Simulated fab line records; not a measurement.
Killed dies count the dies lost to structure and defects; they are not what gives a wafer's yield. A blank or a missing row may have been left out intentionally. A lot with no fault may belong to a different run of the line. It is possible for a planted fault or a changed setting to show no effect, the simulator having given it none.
What tool caused it? ; flow gf180mcu ; 13 lots with 39 wafers sampled at 5 steps, on a route of 602 steps

## WHAT EACH GAUGE READ, for each wafer
GF_SAB_THK_MEAS_01.
lot;measured;on;SAB_CVD_00_THK (nm)
L427;day 14 13:02;film_metro-01;50.0 50.1 50.1
L428;day 15 00:56;film_metro-04;49.5 49.4 48.3
L430;day 15 05:02;film_metro-01;49.6 51.3 49.7
L431;day 15 17:38;film_metro-01;49.4 48.9 50.5
L432;day 16 02:21;film_metro-03;49.6 49.4 50.8
L434;day 16 14:30;film_metro-03;49.5 51.6 50.5
L442;day 19 20:40;film_metro-04;43.5 43.2 44.4
L443;day 20 01:37;film_metro-04;42.9 42.6 43.3
L444;day 20 07:22;film_metro-04;50.0 49.2 50.5
L445;day 20 18:22;film_metro-04;50.4 49.3 51.1
L446;day 21 04:01;film_metro-04;50.5 50.4 50.2
L447;day 21 10:10;film_metro-04;50.1 50.7 49.6
L449;day 22 06:17;film_metro-03;50.1 49.6 50.1

GF_M4_RS_MEAS_05: the measuring method here is four-point-probe.
lot;measured;on;M4_ALCU_RS (ohm/sq)
L427;day 22 19:49;film_metro-04;0.0719 0.0703 0.0700
L428;day 23 06:27;film_metro-04;0.0699 0.0696 0.0692
L430;day 23 11:10;film_metro-03;0.0693 0.0696 0.0694
L431;day 24 02:10;film_metro-03;0.0683 0.0690 0.0680
L432;day 24 09:59;film_metro-03;0.0698 0.0707 0.0711
L434;day 24 19:19;film_metro-03;0.0684 0.0685 0.0691
L442;day 27 20:29;film_metro-03;0.0690 0.0697 0.0691
L443;day 27 22:39;film_metro-02;0.0707 0.0694 0.0709
L444;day 28 03:05;film_metro-03;0.0689 0.0687 0.0695
L445;day 28 12:44;film_metro-03;0.0695 0.0696 0.0708
L446;day 28 21:09;film_metro-02;0.0695 0.0692 0.0686
L447;day 29 03:14;film_metro-04;0.0693 0.0707 0.0701
L449;day 29 18:44;film_metro-03;0.0689 0.0704 0.0697

## WHAT TOOL EACH LOT RAN ON (gives the tool, then ch and the chambers of the sampled wafers, and finally the start)
lot;GF_SAB_CVD_00;GF_V1_CMP_04;GF_V3_CMP_26
L427;pecvd-01 ch 0,1, day 14 13:00;cmp-02 ch 1,2, day 17 11:58;cmp-01 ch 0,3, day 22 19:16
L428;pecvd-02 ch 0,1,2, day 15 00:55;cmp-02 ch 1,2,3, day 17 23:49;cmp-02 ch 0,1,3, day 23 05:59
L430;pecvd-04 ch 0,2, day 15 05:01;cmp-02 ch 1,2,3, day 18 04:19;cmp-02 ch 0,1, day 23 10:38
L431;pecvd-04 ch 0,1,2, day 15 17:37;cmp-02 ch 1,2,3, day 18 18:11;cmp-02 ch 1,3, day 24 01:37
L432;pecvd-02 ch 0,1,2, day 16 02:20;cmp-01 ch 1,3, day 19 03:20;cmp-01 ch 0,3, day 24 09:28
L434;pecvd-01 ch 0,1,2, day 16 14:28;cmp-01 ch 0,1,2, day 19 15:16;cmp-01 ch 1,2,3, day 24 18:49
L442;pecvd-01 ch 0,1, day 19 20:39;cmp-02 ch 0,3, day 23 01:00;cmp-01 ch 2,3, day 27 19:58
L443;pecvd-01 ch 0,1, day 20 01:36;cmp-02 ch 0,2,3, day 23 04:05;cmp-01 ch 1,2, day 27 22:08
L444;pecvd-02 ch 0,1,2, day 20 07:21;cmp-02 ch 0,1, day 23 09:34;cmp-02 ch 0,2,3, day 28 02:43
L445;pecvd-04 ch 0,1,2, day 20 18:21;cmp-02 ch 0,2,3, day 23 20:38;cmp-01 ch 0,1,3, day 28 12:13
L446;pecvd-04 ch 0,1,2, day 21 04:00;cmp-02 ch 0,2,3, day 24 05:10;cmp-02 ch 1,2,3, day 28 20:41
L447;pecvd-02 ch 0,1,2, day 21 10:09;cmp-02 ch 0,1, day 24 11:46;cmp-01 ch 1,2,3, day 29 02:52
L449;pecvd-04 ch 0,1, day 22 06:15;cmp-01 ch 1,2,3, day 25 06:37;cmp-02 ch 0,1,2, day 29 18:13
- GF_SAB_CVD_00: deposits SiO2 from TEOS, target thk 50 nm, time 4.9302 s.
- GF_V1_CMP_04: polishes SiO2.
- GF_V3_CMP_26: polishes, stops on SiO2, t overpolish 15 s, target thk 0 nm.

## WHAT THE TOOLS THEMSELVES READ (means of the sampled wafers that have a number; where no wafer has one, the mark that the record gives instead)
GF_SAB_CVD_00.
lot;tool;heater_power_w (W)
L427;pecvd-01;663
L428;pecvd-02;633
L430;pecvd-04;623
L431;pecvd-04;590
L432;pecvd-02;618
L434;pecvd-01;663
L442;pecvd-01;612
L443;pecvd-01;629
L444;pecvd-02;667
L445;pecvd-04;582
L446;pecvd-04;638
L447;pecvd-02;671
L449;pecvd-04;584

GF_V1_CMP_04.
lot;tool;motor_current_A (A);slurry_filter_dp_kPa (kPa);time_to_endpoint_s (s)
L427;cmp-02;11.6;13.48;82
L428;cmp-02;11.4;13.47;81
L430;cmp-02;11.6;13.54;83
L431;cmp-02;11.8;13.51;76
L432;cmp-01;12.4;13.48;73
L434;cmp-01;11.3;13.59;79
L442;cmp-02;11.9;13.59;81
L443;cmp-02;12.5;13.54;85
L444;cmp-02;11.8;13.60;83
L445;cmp-02;12.2;13.59;76
L446;cmp-02;12.0;13.46;80
L447;cmp-02;11.9;13.54;82
L449;cmp-01;11.7;13.32;76

GF_V3_CMP_26.
lot;tool;motor_current_A (A);overpolish_run_s (s);slurry_filter_dp_kPa (kPa);time_to_endpoint_s (s)
L427;cmp-01;10.6;15.004;13.51;87
L428;cmp-02;10.7;14.997;13.50;85
L430;cmp-02;11.1;14.997;13.48;81
L431;cmp-02;10.6;15.003;13.40;79
L432;cmp-01;11.2;15.002;13.45;83
L434;cmp-01;11.0;14.993;13.31;86
L442;cmp-01;10.2;15.006;13.57;82
L443;cmp-01;10.5;15.004;13.37;87
L444;cmp-02;11.1;15.003;13.45;87
L445;cmp-01;10.8;15.002;13.50;86
L446;cmp-02;10.8;15.006;13.42;81
L447;cmp-01;10.9;15.001;13.67;85
L449;cmp-02;10.8;14.999;13.38;83

## THE ANSWER, worked out from the rows above alone
Rule: the lots themselves supply what counts as usual. Put in order of their means at a reading, lots are off if they are a third of the lots or fewer, leave a main group of 4 or more, and stand apart from it by a gap of 3 or more times the standard deviation of the main group's means; of several such gaps the widest counts. If all means in a main group match to the digits the tables above print for the reading, that group is not used. A lot without any number at a reading at which 4 lots or more have one is off too. All remaining lots with rows at the step are treated as sound. The gauges are gone through in route order, then the tools' own readings, and for those a lot's mean is taken as printed above. At the first step where some lot is off, the reading lying furthest off is the one used; lots without a number count as furthest.
Off: L442, L443, at GF_SAB_THK_MEAS_01 (SAB_CVD_00_THK). For the main group the mean is 50.0 nm and the standard deviation 0.38.
If a tool, at a process step before that reading, ran all the lots that are off and no sound lot after the first of them, it fits. Gauges at GF_SAB_THK_MEAS_01: tried the same way as those tools. One fits: pecvd-01 at GF_SAB_CVD_00. A fault onset in the window from L434 (day 16 14:28, its last sound lot) to L442 (day 19 20:39, its first lot off) fits.

## WHAT HAD BEEN PUT IN BY THE SIMULATOR
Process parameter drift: pecvd-01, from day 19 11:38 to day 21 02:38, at GF_SAB_CVD_00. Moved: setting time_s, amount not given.
Lots struck among those shown: L442, L443. The rule above reached the same finding.
